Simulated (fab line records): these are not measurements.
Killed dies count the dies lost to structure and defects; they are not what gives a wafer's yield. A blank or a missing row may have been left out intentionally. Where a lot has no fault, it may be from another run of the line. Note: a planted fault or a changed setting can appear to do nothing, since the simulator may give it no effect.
Problem report, 8D (eight disciplines) form, completed by code + flow sky130 + the parts of the form that need people (team, actions taken, sign-off) are left out

1. THE ISSUE
Wafers free of any fault read 179.9 nm (standard deviation 1.6) for POLY_GATE_CVD_00_THK at SKY_POLY_GATE_THK_MEAS_01, against a mean of 232.4 nm on 6 wafers of 2 lots. That is +33 standard deviations from the usual mean.
First observed at day 15 21:43: wafer L354.1, on film metro-02. At this step, 36 wafers from 12 lots have a number in the record. By rule, "out" or "out of limits" means more than 4 standard deviations away from the usual mean. The rest of the wafers with a number are treated as sound.

2. WHAT IT IS AND WHAT IT IS NOT
| question                    | is                           | is not                                                                                                        |
|-----------------------------|------------------------------|---------------------------------------------------------------------------------------------------------------|
| which readings at this step | POLY_GATE_CVD_00_THK         | -                                                                                                             |
| which lots                  | L354, L355                   | L348, L350, L364, L365, L366, L367, L368, L369, L370, L371                                                    |
| which wafers of those lots  | all that have a number       | -                                                                                                             |
| read on which gauges        | film metro-02, film metro-03 | film metro-01                                                                                                 |
| when                        | from day 15 21:43            | up to then (6 sound wafers); but 24 sound wafers of L364, L365, L366, L367, L368, L369, L370, L371 came after |

3. SUSPECTS, AND WHAT RULES EACH OUT
Counting: a tool at a process step up to the reading stays a suspect if it ran every lot that is out and no sound lot after the first of them.
- the gauge at SKY_POLY_GATE_THK_MEAS_01: ruled out. 2 gauges (film metro-02, film metro-03) read the wafers that are out.
- lpcvd-01 at SKY_POLY_GATE_CVD_00 (deposits poly-Si, target thk 180 nm, time 720 s): ruled out as a lasting fault. After its first lot that is out, L354 (day 15 20:31), sound lots L364, L366, L365, L367, L368, L369, L370, L371 ran on it.
Left after counting: nothing in the record.

4. THE CAUSE (what the simulator had put in)
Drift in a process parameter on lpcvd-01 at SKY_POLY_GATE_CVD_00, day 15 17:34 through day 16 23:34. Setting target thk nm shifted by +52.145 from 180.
It was ruled out by counting, in error; the rule expects a fault to strike all lots run on its tool from its start on, and this fault did not.

5. SEQUENCE OF EFFECTS, ordered by route
Each row: a reading whose mean over the struck wafers that have a number lies more than 3 standard deviations from the usual. Only readings whose record carries a usual standard deviation are examined. hours: median over the lots of the time between each lot's start at the first step of this table that gives one and its start at this step. sigmas: the change, counted in usual standard deviations.
| hours | step                      | reading              | usual    | on struck wafers | change | sigmas |
|-------|---------------------------|----------------------|----------|------------------|--------|--------|
| 0     | SKY_POLY_GATE_THK_MEAS_01 | POLY_GATE_CVD_00_THK | 179.9 nm | 232.4            | +52.5  | +33    |

6. HOW IT WOULD HAVE BEEN CAUGHT EARLIER
In this record the first reading out of limits at a measuring or inspecting step was taken at day 15 21:43, 4 hours after the fault began at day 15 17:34.
